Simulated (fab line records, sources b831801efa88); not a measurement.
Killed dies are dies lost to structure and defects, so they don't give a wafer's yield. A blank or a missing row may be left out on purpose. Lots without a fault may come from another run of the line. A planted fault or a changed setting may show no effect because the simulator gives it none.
A struck lot beside a sound one | flow sky130 | 31 steps out of a route of 708
Sound: wafers L868.1, L868.5, L868.6. Struck: wafer L857.3. (L857.1, L857.4 of the same lot were not struck and are left out.) The cause comes at the end.
At each step with rows: each side's tool, then ch and its chambers, then its first start. Under that, the readings that differ: sound wafers | struck wafers | difference of the means | sigmas: that difference in standard deviations of wafers without a fault.
alike: readings whose means differ by less than 2 such deviations, and words and numbers that are the same on both sides. not compared: withheld readings, readings that some wafer has no value for, bounds like >300 that may hide the same value, and numbers for which the record gives no deviation and whose values overlap.
The two part at a step that has a row with sigmas, a row that says differs or no value, or rows on one side only. Numbers that don't overlap but have no deviation are shown without sigmas and don't part them. A reading that every wafer of one side lacks parts them only if that side has two wafers or more.

SKY_LI_CONTACT_OVL_MEAS_13:
  sound on overlay-01, day 34 19:57; struck on overlay-02, day 30 22:19
  alike: LI_CONTACT_OVL
then, 1 step without rows for these wafers: SKY_LI_CONTACT_ETCH_14 (etches BARC in N2/H2, stops on SiO2, time 45.9 s, target depth 60 nm).
SKY_LI_CONTACT_ETCH_15: etches PSG in C4F8/O2/Ar, stops on Si, target depth 600 nm.
  sound on rie_diel-02 ch 0,1,2, day 34 20:02; struck on rie_diel-04 ch 1, day 30 22:23
  alike: oes_product_au
then, 3 steps without rows for these wafers: SKY_LI_CONTACT_STRIP_16 (strips in O2/N2); SKY_LI_CONTACT_CLEAN_17 (cleans in NMP, time 600 s); SKY_LI_CONTACT_PRE_CLEAN_18 (time 5.6 s).
SKY_LI_CONTACT_SPUTTER_19: material Ti, target thk 20 nm, time 106.37 s.
  sound on pvd_sputter-01, day 34 20:25; struck on pvd_sputter-02, day 30 22:47
  alike: throttle_valve_pct
then, 2 steps without rows for these wafers: SKY_LI_CONTACT_SPUTTER_20 (material TiN, target thk 20 nm, time 80 s); SKY_LI_CONTACT_CVD_21 (deposits W, target thk 400 nm, time 120.56 s).
SKY_LI_CONTACT_RS_MEAS_22: measures by four-point-probe.
  sound on film_metro-02, day 34 20:41; struck on film_metro-03, day 30 23:03
  reading                  | sound                | struck | difference | sigmas
  LI_CONTACT_W_RS (ohm/sq) | 0.2880 0.2814 0.2869 | 0.2911 | +0.0057    | +2
SKY_LI_CONTACT_THK_MEAS_23: measures by xrf.
  sound on film_metro-02, day 34 20:49; struck on film_metro-03, day 30 23:10
  reading               | sound       | struck | difference | sigmas
  LI_CONTACT_W_THK (nm) | 415 422 413 | 399    | -18        | -3
SKY_LI_CONTACT_CMP_24: polishes, stops on PSG, t overpolish 20 s, target thk 0 nm.
  sound on cmp-01 ch 0,1,3, day 34 21:01; struck on cmp-01 ch 3, day 30 23:14
  alike: motor_current_A, overpolish_run_s, time_to_endpoint_s
SKY_LOCAL_INTERCONNECT_SPUTTER_00: material TiN, target thk 100 nm, time 83.3 s.
  sound on pvd_sputter-04, day 34 21:10; struck on pvd_sputter-04, day 30 23:32
  reading                                                | sound           | struck | difference | sigmas
  model.TiN_of_LOCAL_INTERCONNECT_SPUTTER_00.thk_nm (nm) | 99.8 98.9 99.15 | 71.16  | -28.12     |
  alike: susceptor_temp_C, throttle_valve_pct
SKY_LOCAL_INTERCONNECT_RS_MEAS_01: measures by four-point-probe.
  sound on film_metro-02, day 34 21:14; struck on film_metro-02, day 30 23:35
  reading                            | sound             | struck | difference | sigmas
  LOCAL_INTERCONNECT_TIN_RS (ohm/sq) | 14.14 14.31 14.27 | 20.20  | +5.96      | +31
SKY_LOCAL_INTERCONNECT_THK_MEAS_02: measures by xrf.
  sound on film_metro-02, day 34 21:21; struck on film_metro-02, day 30 23:43
  reading                         | sound           | struck | difference | sigmas
  LOCAL_INTERCONNECT_TIN_THK (nm) | 100.1 99.5 99.0 | 71.3   | -28.2      | -20
then, 8 steps without rows for these wafers: SKY_LOCAL_INTERCONNECT_DEHYDRATE_03 (time 60 s); SKY_LOCAL_INTERCONNECT_HMDS_04 (prime time 60 s); SKY_LOCAL_INTERCONNECT_COAT_05 (resist thk 60 nm); SKY_LOCAL_INTERCONNECT_COAT_06 (resist thk 450 nm); SKY_LOCAL_INTERCONNECT_SOFTBAKE_07 (time 90 s); SKY_LOCAL_INTERCONNECT_EXPOSE_08 (exposes mask LI1M, target cd 170 nm); SKY_LOCAL_INTERCONNECT_PEB_09; SKY_LOCAL_INTERCONNECT_DEVELOP_10 (develop time 60 s).
SKY_LOCAL_INTERCONNECT_CD_MEAS_11: target cd 170 nm.
  sound on cd_sem-02, day 35 23:19; struck on cd_sem-02, day 32 03:07
  alike: cd_nm
SKY_LOCAL_INTERCONNECT_OVL_MEAS_12:
  sound on overlay-02, day 35 23:26; struck on overlay-02, day 32 03:14
  alike: LOCAL_INTERCONNECT_OVL
SKY_LOCAL_INTERCONNECT_ETCH_13: etches BARC in N2/H2, stops on SiO2, time 45.9 s, target depth 60 nm.
  sound on rie_metal-03 ch 0,1, day 35 23:29; struck on rie_metal-02 ch 0, day 32 03:16
  reading               | sound             | struck | difference | sigmas
  n2_flow_sccm (sccm)   | 99.5 99.6 100.0   | 100.4  | +0.7       | +2
  oes_product_au (a.u.) | 0.852 0.850 0.851 | 0.862  | +0.011     | +2
  alike: drypump_motor_current_A, throttle_valve_pct
  not compared: rf_hours_counter_h
SKY_LOCAL_INTERCONNECT_METAL_ETCH_14: etches TiN in Cl2/BCl3, stops on PSG, target depth 110 nm, time 31.4 s.
  sound on rie_metal-03 ch 0,1, day 35 23:32; struck on rie_metal-02 ch 0, day 32 03:20
  reading                | sound                | struck | difference | sigmas
  oes_product_au (a.u.)  | 0.946 0.932 0.938    | 0.780  | -0.159     | -19
  throttle_valve_pct (%) | 21.898 21.895 21.903 | 21.999 | +0.100     | +10
  alike: drypump_motor_current_A
  not compared: rf_hours_counter_h
SKY_LOCAL_INTERCONNECT_STRIP_15: strips in O2/N2.
  sound on plasma_asher-04 ch 0,1, day 35 23:35; struck on plasma_asher-04 ch 1, day 32 03:23
  alike: drypump_motor_current_A, n2_flow_sccm, oes_product_au, strip_time_to_endpoint_s
  not compared: rf_hours_counter_h
SKY_LOCAL_INTERCONNECT_STRIP_16: strips in post etch residue remover, time 1200 s.
  sound on wet_bench-04 ch 2, day 35 23:41; struck on wet_bench-03 ch 1, day 32 03:29
  reading                                                | sound             | struck | difference | sigmas
  model.TiN_of_LOCAL_INTERCONNECT_SPUTTER_00.thk_nm (nm) | 99.39 98.48 98.73 | 70.74  | -28.13     |
then, 1 step without rows for these wafers: SKY_LOCAL_INTERCONNECT_CLEAN_17 (cleans in IPA, time 180 s).
-- the record jumps here: 15 days lie between the struck wafers' starts before and after (it left off in module LOCAL_INTERCONNECT and takes up again in module PAD_OPEN, whose first step shown is number 708 of the route) --
SKY_PAD_OPEN_PROBE_99:
  sound on prober-02, day 49 19:23; struck on prober-01, day 47 03:28
  reading                        | sound             | struck | difference | sigmas
  model.etest.res_li.line_ohm_um | 74.75 75.41 75.01 | 105    | +30        |
  model.etest.res_li.rs_ohm_sq   | 12.79 12.94 12.8  | 17.98  | +5.14      |
  model.etest.mcon_chain.rc_ohm  | 17.6 16.75 16.85  | 19.15  | +2.08      |
  alike: killed_at_M0_to_M3, killed_at_M4_up, killed_at_contacts, killed_at_front_end, killed_at_other, killed_dies, killed_open, killed_short

WHERE THEY PART
First at SKY_LI_CONTACT_RS_MEAS_22; last, within this record, at SKY_LOCAL_INTERCONNECT_METAL_ETCH_14. Later steps at which nothing parts them and some readings are alike: SKY_LOCAL_INTERCONNECT_STRIP_15, SKY_PAD_OPEN_PROBE_99.

WHY: what the simulator had put in
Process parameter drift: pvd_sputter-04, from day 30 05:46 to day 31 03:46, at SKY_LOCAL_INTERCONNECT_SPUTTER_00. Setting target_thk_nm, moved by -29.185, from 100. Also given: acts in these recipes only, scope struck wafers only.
